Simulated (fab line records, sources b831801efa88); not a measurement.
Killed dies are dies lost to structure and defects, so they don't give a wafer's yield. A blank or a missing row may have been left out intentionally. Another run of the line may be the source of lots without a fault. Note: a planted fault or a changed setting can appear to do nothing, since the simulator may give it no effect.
Problem report, 8D (eight disciplines) form, completed by code | flow gf180mcu | the parts of the form that need people (team, actions taken, sign-off) are left out

== 1. PROBLEM STATEMENT ==
MIM_ALCU_RS at GF_MIM_RS_MEAS_10 reads a mean of 0.1435 ohm/sq on 6 wafers of 2 lots; wafers without a fault read 0.1612 ohm/sq with a standard deviation of 0.0016. Measured from the usual mean, that is -11 standard deviations.
The step: measures by four-point-probe.
First observed at day 26 20:02: wafer L799.1, on filmMetro-03. The record holds 30 wafers of 10 lots with a number at this step. The rule behind "out" and "out of limits": a value lying over 4 standard deviations away from the usual mean. Any other wafer with a number is counted as sound.

== 2. WHAT IT IS, AND WHAT IT ISN'T ==
question                    | is                         | is not
which readings at this step | MIM_ALCU_RS                | -
which lots                  | L799, L800                 | L796, L798, L808, L810, L811, L812, L813, L814
which wafers of those lots  | all that have a number     | -
read on which gauges        | filmMetro-02, filmMetro-03 | filmMetro-01
when                        | from day 26 20:02          | up to then (6 sound wafers); but 18 sound wafers of L808, L810, L811, L812, L813, L814 came after

== 3. THE SUSPECTS, EACH WITH WHAT RULES IT OUT ==
Counting: a tool at any process step up to the reading remains a suspect when it ran all the lots that are out and ran no sound lot after the first of those.
- ruled out: the gauge at GF_MIM_RS_MEAS_10. Those wafers that are out were read across 2 gauges (filmMetro-02, filmMetro-03).
- pecvd-04 at GF_V4_CVD_02 (deposits SiO2 from TEOS, target thk 850 nm, time 94.851 s): ruled out as a lasting fault. The sound lots L808, L810, L813 went through it after L799, its earliest lot that is out (day 25 20:31).
- pvdSputter-03 at GF_MIM_SPUTTER_00 (material Ti, target thk 37.5 nm, time 150 s): ruled out as a lasting fault. The sound lots L811, L810, L814 went through it after L799, its earliest lot that is out (day 26 19:37).
- pvdSputter-03 at GF_MIM_SPUTTER_03 (material Ti, target thk 10 nm, time 6.7 s): ruled out as a lasting fault. The sound lots L811, L810, L814 went through it after L799, its earliest lot that is out (day 26 19:47).
- pvdSputter-02 at GF_MIM_SPUTTER_08 (material AlCu, target thk 200 nm, time 10.6 s): ruled out as a lasting fault. The sound lots L811, L810, L814 went through it after L799, its earliest lot that is out (day 26 19:59).
Left after counting: nothing in the record.

== 4. THE CAUSE (what the simulator had put in) ==
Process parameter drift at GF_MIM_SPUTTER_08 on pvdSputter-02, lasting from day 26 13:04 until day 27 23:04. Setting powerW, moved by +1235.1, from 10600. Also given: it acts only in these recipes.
Counting ruled it out, wrongly: the rule takes a fault to strike every lot that its tool runs from its start on, and this one did not.

== 5. SEQUENCE OF EFFECTS, ordered by route ==
One row per reading whose mean, taken over the struck wafers that have a number, lies over 3 standard deviations from the usual. Scope: only readings with a usual standard deviation given in the record; hours: median across lots of the time from each lot's start at the first step in this table that gives one to its start at this step; sigmas: change in usual standard deviations.
hours | step                 | reading          | usual         | on struck wafers | change  | sigmas
0     | GF_MIM_SPUTTER_08    | cathodeDcPowerW  | 10600 W       | 11835            | +1235   | +99 or more
0     | GF_MIM_RS_MEAS_10    | MIM_ALCU_RS      | 0.1612 ohm/sq | 0.1435           | -0.0177 | -11
0     | GF_MIM_THK_MEAS_11   | MIM_ALCU_THK     | 200.7 nm      | 224.5            | +23.8   | +11
20    | GF_MIM_METAL_ETCH_19 | oesProductAu     | 0.940 a.u.    | 0.980            | +0.040  | +6.9
20    | GF_MIM_METAL_ETCH_19 | throttleValvePct | 28.286 %      | 28.237           | -0.049  | -5.2
The process steps in it:
- GF_MIM_SPUTTER_08: material AlCu, target thk 200 nm, time 10.6 s.
- GF_MIM_METAL_ETCH_19: etches the open film in Cl2/BCl3, stops on Si3N4, target depth 324.5 nm, time 54.1 s.

== 6. HOW IT WOULD HAVE BEEN CAUGHT EARLIER ==
The first out-of-limits reading at a measuring or inspecting step in this record came at day 26 20:02, 7 hours after the fault's start at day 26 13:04.
At GF_MIM_SPUTTER_08, the tool's own readings (cathodeDcPowerW) were out on each struck wafer the step has a row for, so an alarm limit on them would have fired on the first such wafer.
